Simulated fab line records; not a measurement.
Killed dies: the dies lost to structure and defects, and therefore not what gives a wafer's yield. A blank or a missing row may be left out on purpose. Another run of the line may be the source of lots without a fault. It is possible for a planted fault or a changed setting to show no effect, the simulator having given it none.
fab line records    flow sky130
[record] lots = 5  wafers = 15  lastDay = 49
route steps=708 shown SD_P@330 RES_XHIGH@332
lots with no fault: from the same line, run without faults
startH: start of the lot's first displayed wafer, in hours after the record's first day    waitH: how many hours have passed since the lot's step before this one    " the same as in the row above    L1.1+2: a row that stands for several wafers    - no value, or no start was given    * or withheld: withheld    < > ~ a bound
route shown NAME@n: NAME is a module with steps in the file, n the number in the route of the first one    usual: the fault-free wafers' mean and standard deviation    same: alike in all rows    chamber/n: place in a boat    sites: readings site by site    _std_site: standard deviation of those values    _edge_site: outer sites' mean less inner sites'    radiusMm: how far each site lies from the wafer's centre    mask NAME#n: copy n    behind: tool/chamber where the wafer was last shaped    hold: why the lot was held/for how many hours/how that ended    device: names the non-switching transistor (n, p or np)    end of line: tests of these same wafers at the route's end    a step given without rows: its recipe and nothing more    killed: the dies lost at the first sort to structure and to defects; this is not the yield of the wafer    map: dies across one wafer; x = killed, . = not, _ = none there
set.NAME: setting as actually run; set.NAME@STEP: the setting as run at that earlier step    model.NAME: the simulator's own value behind a step, which no gauge read
a table for each step, a row for each wafer; lots at some steps of the route
services: when a tool's chamber went out of use (startH, in hours from the record's first day, below 0 if earlier), for how many hours, and the reason
[[steps]]
[step SKY_SD_P_STRIP_10]
[recipe] chemistry = O2/N2  powerW = 1400  pressureMtorr = 1500  platenTempC = withheld  o2FlowSccm = 3000  n2FlowSccm = 300  overashFraction = 0.5
[usual] drypumpMotorCurrentA = 5.9/0.3  oesProductAu = 0.618/0.0047  stripTimeToEndpointS = 17.49/0.042
lot.wafer  tool            chamber  startH  waitH  drypumpMotorCurrentA  oesProductAu  rfHoursCounterH  stripTimeToEndpointS
L079.4     plasmaAsher-04  0        666.39  0.1    5.6                   0.623         -                17.50
L079.5     "               0        "       "      5.6                   0.618         -                17.53
L079.6     "               1        "       "      6.2                   0.620         -                17.51
L080.3     plasmaAsher-01  0        667.46  0.1    6.0                   0.608         -                17.46
L080.5     "               0        "       "      6.0                   0.618         -                17.47
L080.6     "               1        "       "      6.3                   0.618         -                17.43
L085.4     plasmaAsher-01  1        680.84  0.1    6.3                   0.614         -                17.44
L085.5     "               0        "       "      6.0                   0.617         -                17.45
L085.6     "               1        "       "      6.3                   0.616         -                17.46
L089.1     plasmaAsher-01  0        710.56  0.1    6.0                   0.616         57               17.40
L089.5     "               1        "       "      6.3                   0.621         -                17.46
L089.6     "               0        "       "      5.9                   0.620         -                17.42
L090.3     plasmaAsher-04  0        724.54  0.1    5.6                   0.619         -                17.45
L090.4     "               1        "       "      6.2                   0.616         -                17.44
L090.6     "               0        "       "      5.6                   0.616         -                17.43
[step SKY_SD_P_TW_MEAS_11]
[usual] SD_P_TW = 2829/30
lot.wafer  tool          chamber  startH  waitH  SD_P_TW
L079.4     filmMetro-02  -        666.49  0.1    2809
L079.5     "             -        "       "      2820
L079.6     "             -        "       "      2826
L080.3     filmMetro-04  -        667.55  0.1    2844
L080.5     "             -        "       "      2848
L080.6     "             -        "       "      2841
L085.4     filmMetro-04  -        680.94  0.1    2848
L085.5     "             -        "       "      2869
L085.6     "             -        "       "      2879
L089.1     filmMetro-02  -        710.66  0.1    2792
L089.5     "             -        "       "      2800
L089.6     "             -        "       "      2791
L090.3     filmMetro-03  -        724.63  0.1    2836
L090.4     "             -        "       "      2838
L090.6     "             -        "       "      2843
[step SKY_RES_XHIGH_DEHYDRATE_00]
[recipe] tempC = 200  timeS = 60
lot.wafer   tool           chamber  startH  waitH
L079.4+5+6  lithoTrack-02  0        680.39  13.9
L080.3+5+6  lithoTrack-01  0        681.42  13.9
L085.4+5+6  lithoTrack-02  0        695.09  14.1
L089.1+5+6  lithoTrack-03  0        723.92  13.2
L090.3+4+6  lithoTrack-03  0        737.47  12.8
[step SKY_RES_XHIGH_HMDS_01]
[recipe] primeTimeS = 60  primeTempC = 120
[usual] primeTempC = 119.96/0.13
[same] primeTimeS = 60
lot.wafer  tool           chamber  startH  waitH  primeTempC
L079.4     lithoTrack-02  0        680.54  0.1    119.94
L079.5     "              0        "       "      119.81
L079.6     "              0        "       "      119.99
L080.3     lithoTrack-01  0        681.57  0.1    119.88
L080.5     "              0        "       "      119.79
L080.6     "              0        "       "      119.91
L085.4     lithoTrack-02  0        695.24  0.1    119.83
L085.5     "              0        "       "      119.82
L085.6     "              0        "       "      119.86
L089.1     lithoTrack-03  0        724.07  0.1    119.82
L089.5     "              0        "       "      119.80
L089.6     "              0        "       "      119.92
L090.3     lithoTrack-03  0        737.62  0.1    119.66
L090.4     "              0        "       "      119.77
L090.6     "              0        "       "      119.93
[step SKY_RES_XHIGH_COAT_02]
[recipe] resist = NOVOLAK  spinRpm = 3000  resistThkNm = 1140
[usual] dispensePressureKPa = 51.8/2.5
lot.wafer  tool           chamber  startH  waitH  dispensePressureKPa
L079.4     lithoTrack-02  0        680.69  0.1    51.9
L079.5     "              0        "       "      51.9
L079.6     "              0        "       "      52.0
L080.3     lithoTrack-01  0        681.72  0.1    55.4
L080.5     "              0        "       "      55.4
L080.6     "              0        "       "      55.4
L085.4     lithoTrack-02  0        695.39  0.1    51.9
L085.5     "              0        "       "      51.9
L085.6     "              0        "       "      51.9
L089.1     lithoTrack-03  0        724.22  0.1    47.7
L089.5     "              0        "       "      47.7
L089.6     "              0        "       "      47.7
L090.3     lithoTrack-03  0        737.77  0.1    47.7
L090.4     "              0        "       "      47.7
L090.6     "              0        "       "      47.7
[step SKY_RES_XHIGH_SOFTBAKE_03]
[recipe] tempC = 90  timeS = 60  resist = NOVOLAK
lot.wafer   tool           chamber  startH  waitH
L079.4+5+6  lithoTrack-02  0        680.84  0.1
L080.3+5+6  lithoTrack-01  0        681.87  0.1
L085.4+5+6  lithoTrack-02  0        695.54  0.1
L089.1+5+6  lithoTrack-03  0        724.37  0.1
L090.3+4+6  lithoTrack-03  0        737.92  0.1
[step SKY_RES_XHIGH_EXPOSE_04]
[recipe] maskId = URPM  na = 0.6  sourceShape = conventional  sigmaOuter = 0.6  polarization = unpolarized  targetCdNm = 1270  doseMj = 140
[same] sigmaOuter = 0.6
lot.wafer   tool             chamber  startH  waitH  mask
L079.4+5+6  ilineStepper-01  0        -       -      URPM#0
L080.3+5+6  ilineStepper-02  0        -       -      URPM#0
L085.4+5+6  ilineStepper-01  0        -       -      URPM#0
L089.1+5+6  ilineStepper-01  0        -       -      URPM#0
L090.3+4+6  ilineStepper-01  0        -       -      URPM#0
[[services]]
tool            chamber  startH  hours  kind
plasmaAsher-04  -        684.14  0.4    repair
[[key]]
fault none
